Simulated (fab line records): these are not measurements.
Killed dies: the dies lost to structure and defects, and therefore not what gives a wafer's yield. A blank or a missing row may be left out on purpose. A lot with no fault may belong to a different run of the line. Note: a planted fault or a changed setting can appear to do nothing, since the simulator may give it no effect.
The tool behind it: which one? | flow sky130 | 11 lots, 33 wafers sampled, at 3 steps of a route of 708

WHAT THE GAUGES READ, wafer by wafer
SKY_CAPM_RS_MEAS_03: measures by four-point-probe.
lot  | measured     | on            | CAPM_TIN_RS (ohm/sq)
L491 | day 36 20:02 | film-metro-04 | 6.93 6.90 6.94
L490 | day 36 20:44 | film-metro-02 | 6.91 6.88 6.96
L492 | day 37 07:10 | film-metro-04 | 6.96 6.95 6.92
L497 | day 39 06:04 | film-metro-01 | 7.05 7.10 7.08
L496 | day 39 08:43 | film-metro-02 | 6.99 6.99 6.95
L501 | day 41 10:20 | film-metro-02 | 6.88 6.96 6.88
L506 | day 41 23:39 | film-metro-02 | 7.06 7.01 7.01
L508 | day 42 05:07 | film-metro-01 | 6.87 6.90 6.89
L507 | day 42 09:50 | film-metro-02 | 6.87 6.89 6.87
L510 | day 42 16:19 | film-metro-02 | 6.93 6.98 6.89
L509 | day 42 19:10 | film-metro-01 | 6.85 6.90 6.93

WHAT TOOL EACH LOT RAN ON (gives the tool, then ch and the chambers of the sampled wafers, and finally the start)
lot  | SKY_VIA2_CVD_21               | SKY_METAL3_SPUTTER_03
L491 | cvd-w-02 ch 0,1, day 36 19:04 | pvd-sputter-03, day 36 19:46
L490 | cvd-w-02 ch 0,1, day 36 19:41 | pvd-sputter-01, day 36 20:29
L492 | cvd-w-02 ch 0,1, day 37 06:13 | pvd-sputter-02, day 37 06:55
L497 | cvd-w-02 ch 0,1, day 39 05:06 | pvd-sputter-02, day 39 05:48
L496 | cvd-w-01 ch 0,1, day 39 07:46 | pvd-sputter-01, day 39 08:25
L501 | cvd-w-01 ch 0,1, day 41 09:22 | pvd-sputter-02, day 41 10:01
L506 | cvd-w-02 ch 0,1, day 41 22:42 | pvd-sputter-01, day 41 23:21
L508 | cvd-w-02 ch 0,1, day 42 04:08 | pvd-sputter-01, day 42 04:50
L507 | cvd-w-01 ch 0,1, day 42 08:52 | pvd-sputter-01, day 42 09:33
L510 | cvd-w-01 ch 0,1, day 42 15:20 | pvd-sputter-02, day 42 16:02
L509 | cvd-w-01 ch 0,1, day 42 18:13 | pvd-sputter-02, day 42 18:53
- SKY_VIA2_CVD_21: deposits W, target thk 420 nm, time 126.4 s.
- SKY_METAL3_SPUTTER_03: material Ti, target thk 5 nm, time 3.3 s.

THE ANSWER, worked out from the rows above alone
Rule: usual is defined by the lots themselves. Put in order of their means at a reading, lots are off if they are a third of the lots or fewer, leave a main group of 4 or more, and stand apart from it by a gap of 3 or more times the standard deviation of the main group's means; of several such gaps the widest counts. Not used: any main group whose means are identical at the precision the tables above print for the reading. A lot without any number at a reading at which 4 lots or more have one is off too. Where the step has rows for the other lots, those lots are counted as sound.
No lot is off at any reading shown: from this, nothing can be told.

WHAT HAD BEEN PUT IN BY THE SIMULATOR
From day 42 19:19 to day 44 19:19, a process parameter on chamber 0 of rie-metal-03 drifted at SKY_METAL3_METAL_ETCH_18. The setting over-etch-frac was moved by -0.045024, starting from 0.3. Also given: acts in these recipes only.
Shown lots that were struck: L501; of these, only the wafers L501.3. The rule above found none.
